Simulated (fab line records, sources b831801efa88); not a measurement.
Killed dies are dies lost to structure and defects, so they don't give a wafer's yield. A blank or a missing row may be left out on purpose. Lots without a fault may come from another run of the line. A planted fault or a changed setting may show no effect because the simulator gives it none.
Which tool did it? | flow sky130 | 9 lots, 27 wafers sampled, at 6 steps of a route of 708

WHAT THE GAUGES READ, wafer by wafer
SKY_VT_ADJUST_NCORE_CD_MEAS_07: target cd 380 nm. Usual: cd_nm 379.5 nm, standard deviation 2.8.
lot  | measured     | on        | cd_nm (nm)        | flag
L883 | day 11 00:16 | cd_sem-01 | 377.6 378.4 378.2 |
L886 | day 11 11:38 | cd_sem-02 | - - -             | OFF
L895 | day 13 17:26 | cd_sem-01 | 381.5 382.7 380.0 |
L896 | day 14 12:17 | cd_sem-01 | 378.7 377.1 379.4 |
L897 | day 14 10:08 | cd_sem-01 | 381.8 382.4 382.6 |
L898 | day 14 18:11 | cd_sem-01 | 377.2 378.1 378.5 |
L899 | day 14 18:35 | cd_sem-01 | 377.0 380.3 379.0 |
L901 | day 15 04:54 | cd_sem-01 | 380.6 378.1 379.9 |
L902 | day 15 11:02 | cd_sem-02 | 376.7 378.6 376.6 |

SKY_VT_ADJUST_NCORE_TW_MEAS_11. Usual: VT_ADJUST_NCORE_TW 219.8, standard deviation 1.1.
lot  | measured     | on            | VT_ADJUST_NCORE_TW | flag
L883 | day 11 00:40 | film_metro-04 | 218.6 218.7 218.2  |
L886 | day 11 12:01 | film_metro-03 | 30.2 30.3 30.5     | OFF
L895 | day 13 17:50 | film_metro-04 | 221.0 219.8 222.0  |
L896 | day 14 12:41 | film_metro-02 | 219.4 218.5 219.7  |
L897 | day 14 10:31 | film_metro-02 | 219.5 219.3 220.5  |
L898 | day 14 18:35 | film_metro-04 | 220.6 221.0 220.5  |
L899 | day 14 18:59 | film_metro-02 | 218.9 220.8 219.4  |
L901 | day 15 05:18 | film_metro-03 | 221.2 221.1 220.9  |
L902 | day 15 11:27 | film_metro-03 | 220.7 221.9 222.3  |

SKY_VT_ADJUST_HVTR_TW_MEAS_11. Usual: VT_ADJUST_HVTR_TW 211.8, standard deviation 1.
lot  | measured     | on            | VT_ADJUST_HVTR_TW | flag
L883 | day 12 00:39 | film_metro-04 | 213.3 212.5 213.3 |
L886 | day 12 12:42 | film_metro-04 | 263.3 265.1 265.0 | OFF
L895 | day 14 20:35 | film_metro-01 | 211.1 210.7 211.2 |
L896 | day 15 15:42 | film_metro-04 | 210.7 211.8 212.5 |
L897 | day 15 12:52 | film_metro-03 | 213.1 212.4 211.8 |
L898 | day 15 21:36 | film_metro-04 | 213.4 212.8 213.0 |
L899 | day 15 22:03 | film_metro-03 | 212.2 213.3 212.9 |
L901 | day 16 08:37 | film_metro-03 | 209.9 211.4 211.2 |
L902 | day 16 14:08 | film_metro-01 | 211.6 210.8 210.2 |

WHICH TOOL RAN EACH LOT (tool, then ch and the chambers of the sampled wafers, then the start)
lot  | SKY_FIELD_ISO_STRIP_16              | SKY_VT_ADJUST_NCORE_EXPOSE_04       | SKY_VT_ADJUST_HVTR_STRIP_10
L883 | plasma_asher-01 ch 0,1, day 3 06:43 | iline_stepper-01 ch 0, day 10 13:18 | plasma_asher-02 ch 0,1, day 12 00:33
L886 | plasma_asher-03 ch 0, day 3 22:08   | iline_stepper-01 ch 0, day 11 00:10 | plasma_asher-04 ch 0,1, day 12 12:35
L895 | plasma_asher-03 ch 0,1, day 5 16:05 | iline_stepper-02 ch 0, day 13 05:08 | plasma_asher-04 ch 0,1, day 14 20:29
L896 | plasma_asher-01 ch 0, day 5 20:31   | iline_stepper-02 ch 0, day 13 23:19 | plasma_asher-04 ch 0, day 15 15:36
L897 | plasma_asher-01 ch 0,1, day 6 01:28 | iline_stepper-01 ch 0, day 13 20:45 | plasma_asher-03 ch 0,1, day 15 12:45
L898 | plasma_asher-01 ch 0,1, day 6 08:50 | iline_stepper-01 ch 0, day 14 05:20 | plasma_asher-03 ch 0,1, day 15 21:29
L899 | plasma_asher-03 ch 0,1, day 6 15:31 | iline_stepper-01 ch 0, day 14 06:02 | plasma_asher-02 ch 0,1, day 15 21:57
L901 | plasma_asher-01 ch 0,1, day 7 00:32 | iline_stepper-01 ch 0, day 14 16:14 | plasma_asher-03 ch 0,1, day 16 08:30
L902 | plasma_asher-03 ch 0,1, day 7 09:04 | iline_stepper-01 ch 0, day 14 21:43 | plasma_asher-03 ch 0,1, day 16 14:02
- SKY_FIELD_ISO_STRIP_16: strips in O2/N2.
- SKY_VT_ADJUST_NCORE_EXPOSE_04: exposes mask LVTN COMPLEMENT THIN, target cd 380 nm.
- SKY_VT_ADJUST_HVTR_STRIP_10: strips in O2/N2.

WHAT THE TOOLS THEMSELVES READ (means of the sampled wafers that have a number; where no wafer has one, the mark that the record gives instead)
SKY_FIELD_ISO_STRIP_16. Usual: chamber_pressure_mTorr 1500.1 mTorr, standard deviation 1.4; drypump_motor_current_A 5.8 A, standard deviation 0.32; oes_product_au 0.374 a.u., standard deviation 0.0052; strip_time_to_endpoint_s 3.45 s, standard deviation 0.032.
lot  | tool            | chamber_pressure_mTorr (mTorr) | drypump_motor_current_A (A) | oes_product_au (a.u.) | strip_time_to_endpoint_s (s) | flag
L883 | plasma_asher-01 | 1500.0                         | 5.3                         | 0.374                 | 3.42                         |
L886 | plasma_asher-03 | 1499.0                         | 5.8                         | 0.380                 | 3.47                         |
L895 | plasma_asher-03 | 1500.8                         | 6.1                         | 0.378                 | 3.47                         |
L896 | plasma_asher-01 | 1498.0                         | 5.3                         | 0.369                 | 3.49                         |
L897 | plasma_asher-01 | 1500.8                         | 5.4                         | 0.380                 | 3.46                         |
L898 | plasma_asher-01 | 1500.7                         | 5.4                         | 0.371                 | 3.45                         |
L899 | plasma_asher-03 | 1500.9                         | 5.9                         | 0.374                 | 3.48                         |
L901 | plasma_asher-01 | 1500.9                         | 5.4                         | 0.371                 | 3.48                         |
L902 | plasma_asher-03 | 1498.3                         | 6.1                         | 0.372                 | 3.42                         |

SKY_VT_ADJUST_NCORE_EXPOSE_04. Usual: focus_offset_nm 0.0 nm, standard deviation 0.58.
lot  | tool             | focus_offset_nm (nm) | flag
L883 | iline_stepper-01 | -0.6                 |
L886 | iline_stepper-01 | 0.7                  |
L895 | iline_stepper-02 | 0.4                  |
L896 | iline_stepper-02 | -0.2                 |
L897 | iline_stepper-01 | -0.4                 |
L898 | iline_stepper-01 | 0.2                  |
L899 | iline_stepper-01 | -0.1                 |
L901 | iline_stepper-01 | -0.1                 |
L902 | iline_stepper-01 | 0.8                  |

SKY_VT_ADJUST_HVTR_STRIP_10. Usual: chamber_pressure_mTorr 1500.1 mTorr, standard deviation 1.3; drypump_motor_current_A 5.8 A, standard deviation 0.38; oes_product_au 0.715 a.u., standard deviation 0.0047; strip_time_to_endpoint_s 14.17 s, standard deviation 0.036.
lot  | tool            | chamber_pressure_mTorr (mTorr) | drypump_motor_current_A (A) | oes_product_au (a.u.) | strip_time_to_endpoint_s (s) | flag
L883 | plasma_asher-02 | 1500.1                         | 5.2                         | 0.714                 | 14.20                        |
L886 | plasma_asher-04 | 1500.1                         | 5.8                         | 0.712                 | 14.17                        |
L895 | plasma_asher-04 | 1499.9                         | 5.7                         | 0.715                 | 14.17                        |
L896 | plasma_asher-04 | 1500.2                         | 5.8                         | 0.707                 | 14.21                        |
L897 | plasma_asher-03 | 1500.7                         | 5.9                         | 0.714                 | 14.17                        |
L898 | plasma_asher-03 | 1499.4                         | 6.1                         | 0.718                 | 14.18                        |
L899 | plasma_asher-02 | 1498.7                         | 5.2                         | 0.711                 | 14.14                        |
L901 | plasma_asher-03 | 1499.5                         | 6.1                         | 0.716                 | 14.18                        |
L902 | plasma_asher-03 | 1500.1                         | 5.9                         | 0.717                 | 14.14                        |

THE ANSWER, worked out from the rows above alone
Rule: a lot is off if the mean of its wafers that have a number lies more than 3 standard deviations from the usual mean. A lot without any number at a reading at which 4 lots or more have one is off too. The other lots that the step has rows for count as sound. The gauges are gone through in route order, then the tools' own readings, and for those a lot's mean is taken as printed above. The first step at which some lot is off is used, and at that step the reading that is off furthest; a lot without a number counts as furthest.
Off: L886, at SKY_VT_ADJUST_NCORE_CD_MEAS_07 (cd_nm). Without a number there: L886.
A tool fits if, at a process step before that reading, it ran every lot that is off, and no sound lot after the first of them. The gauges at SKY_VT_ADJUST_NCORE_CD_MEAS_07 aren't tried: what is off there is off at SKY_VT_ADJUST_NCORE_TW_MEAS_11 too, on other tools, and a gauge's error can't cause that. None of those tried fits.

WHAT THE SIMULATOR HAD PUT IN
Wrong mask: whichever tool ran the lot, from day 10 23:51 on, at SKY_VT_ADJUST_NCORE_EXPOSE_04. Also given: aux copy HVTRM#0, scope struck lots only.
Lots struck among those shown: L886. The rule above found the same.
